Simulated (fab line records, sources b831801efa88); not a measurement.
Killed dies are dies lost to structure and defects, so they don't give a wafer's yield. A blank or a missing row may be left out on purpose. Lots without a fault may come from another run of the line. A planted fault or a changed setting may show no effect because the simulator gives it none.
Chamber matching | flow gf180mcu | GF_V4_ETCH_16 on rie_diel-01: 4 sister chambers
The step etches BARC in N2/H2. 4 wafers are shown with their chamber, then 12 later ones without.

WAFERS WITH THEIR CHAMBER
wafer  | chamber | drypump_motor_current_A (A)
L089.6 | 0       | 6.3
L090.3 | 1       | 6.1
L090.5 | 3       | 4.9
L090.6 | 2       | 6.2

WAFERS WITHOUT THEIR CHAMBER
wafer  | drypump_motor_current_A (A)
L091.1 | 6.3
L091.3 | 6.2
L091.4 | 5.0
L092.4 | 5.0
L092.5 | 6.2
L092.6 | 6.1
L093.1 | 5.0
L093.5 | 6.2
L093.6 | 6.1
L094.1 | 5.0
L094.3 | 6.2
L094.4 | 6.3

WHICH CHAMBER EACH WENT THROUGH
wafer  | from the rows above          | in truth
L091.1 | can't be placed: 0 or 2      | 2
L091.3 | can't be placed: 2 or 0 or 1 | 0
L091.4 | 3                            | 3
L092.4 | 3                            | 3
L092.5 | can't be placed: 2 or 0 or 1 | 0
L092.6 | can't be placed: 1 or 2      | 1
L093.1 | 3                            | 3
L093.5 | can't be placed: 2 or 0 or 1 | 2
L093.6 | can't be placed: 1 or 2      | 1
L094.1 | 3                            | 3
L094.3 | can't be placed: 2 or 0 or 1 | 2
L094.4 | can't be placed: 0 or 2      | 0
Placed correctly: 4 of 12. Can't be placed from these rows: 8 (the true chamber is among the candidates in 8). Placed wrongly: 0.
How it was worked out, from the rows above alone: a wafer's distance from a chamber is the root of the sum, over the readings, of the square of ((its reading less the chamber's mean) divided by the reading's scatter). The wafer belongs to the nearest chamber; if the next one is less than 2 further off, it can't be placed. A chamber's mean is the mean of its shown wafers. The scatter: with one shown wafer a chamber, the root of the mean of the squares of how far each hidden wafer lies from its nearest shown one.
